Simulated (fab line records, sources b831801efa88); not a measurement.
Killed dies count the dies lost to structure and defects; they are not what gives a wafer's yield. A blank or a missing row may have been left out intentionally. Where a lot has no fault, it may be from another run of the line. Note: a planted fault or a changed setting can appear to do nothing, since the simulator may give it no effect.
A struck lot beside a sound one + flow sky130 + 14 steps out of a route of 708
Sound: wafers L804.1, L804.2, L804.3. Struck: wafers L818.1, L818.3, L818.5. At the end, the cause is stated.
Each step with rows lists, per side, the tool, then ch with its chambers, then its first start. Under that, the readings that differ: sound wafers + struck wafers + difference of the means + sigmas: that difference in standard deviations of wafers without a fault.
alike: same words and numbers on both sides, and readings whose means sit less than 2 such deviations apart. not compared: any withheld reading, any reading some wafer has no value for, any bound like >300 that may hide the same value, and any number with overlapping values for which the record gives no deviation.
Wherever a step has rows on one side only, a row that says differs or no value, or a row with sigmas, the two part there. Numbers that don't overlap but have no deviation are shown without sigmas and don't part them. A reading that every wafer of one side lacks parts them only if that side has two wafers or more.

first, 1 step without rows for these wafers: SKY_POLY_GATE_IMPLANT_02.
SKY_RES_PROTECT_STRIP_07: strips in O2/N2.
  sound on plasmaAsher-02 ch 0,1, day 15 14:20; struck on plasmaAsher-02 ch 1, day 20 14:00
  alike: drypumpMotorCurrentA, oesProductAu, stripTimeToEndpointS
  not compared: rfHoursCounterH
SKY_RES_PROTECT_TW_MEAS_08:
  sound on filmMetro-02, day 15 14:26; struck on filmMetro-04, day 20 14:06
| reading      | sound          | struck         | difference | sigmas |
|--------------|----------------|----------------|------------|--------|
| POLY_GATE_TW | 3936 3941 3947 | 4031 4062 4040 | +103       | +3     |
then, 2 steps without rows for these wafers: SKY_RES_PROTECT_CLEAN_09 (cleans in SC1/SC2, time 150 s); SKY_POLY_GATE_CVD_03 (deposits Si3N4 from DCS/NH3, target thk 75 nm, time 1290 s).
SKY_POLY_GATE_THK_MEAS_04:
  sound on filmMetro-02, day 15 16:58; struck on filmMetro-01, day 20 16:19
  alike: POLY_GATE_CVD_03_THK
then, 6 steps without rows for these wafers: SKY_POLY_GATE_DEHYDRATE_05 (time 60 s); SKY_POLY_GATE_HMDS_06 (prime time 60 s); SKY_POLY_GATE_COAT_07 (resist thk 110 nm); SKY_POLY_GATE_COAT_08 (resist thk 450 nm); SKY_POLY_GATE_SOFTBAKE_09 (time 90 s); SKY_POLY_GATE_EXPOSE_10 (exposes mask P1M, target cd 150 nm).
SKY_POLY_GATE_PEB_11:
  struck on lithoTrack-04, day 21 22:00; sound on lithoTrack-02 ch 0, day 16 19:00
| reading        | sound          | struck | difference                    | sigmas |
|----------------|----------------|--------|-------------------------------|--------|
| exhaustPa (Pa) | 45.0 44.2 44.0 | - - -  | no value on the struck wafers |        |
  not compared: chillPlateTempC
then, 1 step without rows for these wafers: SKY_POLY_GATE_DEVELOP_12 (develop time 58.57 s).

== WHERE THEY PART ==
First at SKY_RES_PROTECT_TW_MEAS_08; last, within this record, at SKY_POLY_GATE_PEB_11.

WHY: whatever the simulator had introduced
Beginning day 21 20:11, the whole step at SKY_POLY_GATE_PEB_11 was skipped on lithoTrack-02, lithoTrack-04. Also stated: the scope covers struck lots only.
